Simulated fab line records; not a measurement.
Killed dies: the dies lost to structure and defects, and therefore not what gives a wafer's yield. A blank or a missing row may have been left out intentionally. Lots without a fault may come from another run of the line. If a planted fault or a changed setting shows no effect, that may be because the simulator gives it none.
Chamber matching :: flow gf180mcu :: GF_V2_CMP_04 on cmp-02: 4 sister chambers
The step polishes SiO2. 20 wafers are shown with their chamber, then 10 later ones without.

## WAFERS PAIRED WITH THEIR CHAMBERS
wafer: L378.2
chamber: 3
motor_current_A (A): 11.6
time_to_endpoint_s (s): 77

wafer: L378.5
chamber: 1
motor_current_A (A): 13.0
time_to_endpoint_s (s): 79

wafer: L378.6
chamber: 0
motor_current_A (A): 9.9
time_to_endpoint_s (s): 86

wafer: L379.2
chamber: 0
motor_current_A (A): 10.8
time_to_endpoint_s (s): 88

wafer: L379.4
chamber: 2
motor_current_A (A): 13.4
time_to_endpoint_s (s): 88

wafer: L379.6
chamber: 3
motor_current_A (A): 11.8
time_to_endpoint_s (s): 90

wafer: L380.2
chamber: 2
motor_current_A (A): 13.2
time_to_endpoint_s (s): 81

wafer: L380.3
chamber: 3
motor_current_A (A): 11.3
time_to_endpoint_s (s): 79

wafer: L380.6
chamber: 1
motor_current_A (A): 12.3
time_to_endpoint_s (s): 77

wafer: L381.1
chamber: 3
motor_current_A (A): 12.2
time_to_endpoint_s (s): 90

wafer: L381.3
chamber: 0
motor_current_A (A): 10.7
time_to_endpoint_s (s): 84

wafer: L381.4
chamber: 1
motor_current_A (A): 12.7
time_to_endpoint_s (s): 87

wafer: L383.1
chamber: 2
motor_current_A (A): 13.2
time_to_endpoint_s (s): 88

wafer: L383.2
chamber: 3
motor_current_A (A): 12.0
time_to_endpoint_s (s): 82

wafer: L383.5
chamber: 2
motor_current_A (A): 12.7
time_to_endpoint_s (s): 89

wafer: L389.2
chamber: 3
motor_current_A (A): 12.1
time_to_endpoint_s (s): 81

wafer: L389.3
chamber: 0
motor_current_A (A): 10.7
time_to_endpoint_s (s): 88

wafer: L389.5
chamber: 1
motor_current_A (A): 12.8
time_to_endpoint_s (s): 81

wafer: L393.1
chamber: 1
motor_current_A (A): 12.3
time_to_endpoint_s (s): 74

wafer: L393.5
chamber: 0
motor_current_A (A): 10.5
time_to_endpoint_s (s): 90

SIGNATURES (averages over the wafers above)
reading: motor_current_A
chamber 0: 10.520
chamber 1: 12.620
chamber 2: 13.125
chamber 3: 11.833
scatter within a chamber: 0.331

reading: time_to_endpoint_s
chamber 0: 87.20
chamber 1: 79.60
chamber 2: 86.50
chamber 3: 83.17
scatter within a chamber: 4.41
Rule: a wafer's distance from a chamber is the root of the sum, over the readings, of the square of ((its reading less the chamber's mean) divided by the reading's scatter). If the next closest chamber is less than 2 further off than the closest, the wafer can't be placed; otherwise it belongs to the closest. How the scatter is found: for the shown wafers, subtract from each reading the mean of its chamber, square and add these, divide the total by (wafers less chambers), then take the root.

## WAFERS MISSING THEIR CHAMBER
wafer: L393.6
motor_current_A (A): 11.9
time_to_endpoint_s (s): 87

wafer: L394.1
motor_current_A (A): 11.9
time_to_endpoint_s (s): 85

wafer: L394.4
motor_current_A (A): 12.3
time_to_endpoint_s (s): 95

wafer: L394.5
motor_current_A (A): 11.3
time_to_endpoint_s (s): 81

wafer: L395.4
motor_current_A (A): 11.5
time_to_endpoint_s (s): 90

wafer: L395.5
motor_current_A (A): 11.8
time_to_endpoint_s (s): 86

wafer: L395.6
motor_current_A (A): 10.6
time_to_endpoint_s (s): 88

wafer: L397.1
motor_current_A (A): 11.6
time_to_endpoint_s (s): 75

wafer: L397.3
motor_current_A (A): 12.9
time_to_endpoint_s (s): 81

wafer: L397.5
motor_current_A (A): 10.8
time_to_endpoint_s (s): 92

## WHICH CHAMBER EACH WENT THROUGH
wafer: L393.6
from the rows above: can't be placed: 3 or 1
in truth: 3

wafer: L394.1
from the rows above: 3
in truth: 3

wafer: L394.4
from the rows above: can't be placed: 3 or 2 or 1
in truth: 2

wafer: L394.5
from the rows above: can't be placed: 3 or 0
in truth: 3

wafer: L395.4
from the rows above: can't be placed: 3 or 0
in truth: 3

wafer: L395.5
from the rows above: 3
in truth: 3

wafer: L395.6
from the rows above: 0
in truth: 0

wafer: L397.1
from the rows above: can't be placed: 3 or 1
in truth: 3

wafer: L397.3
from the rows above: can't be placed: 1 or 2
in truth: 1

wafer: L397.5
from the rows above: 0
in truth: 0
Placed correctly: 4 of 10. Cannot be placed on the basis of these rows: 6; the candidates contain the true chamber in 6. Placed wrongly: 0.
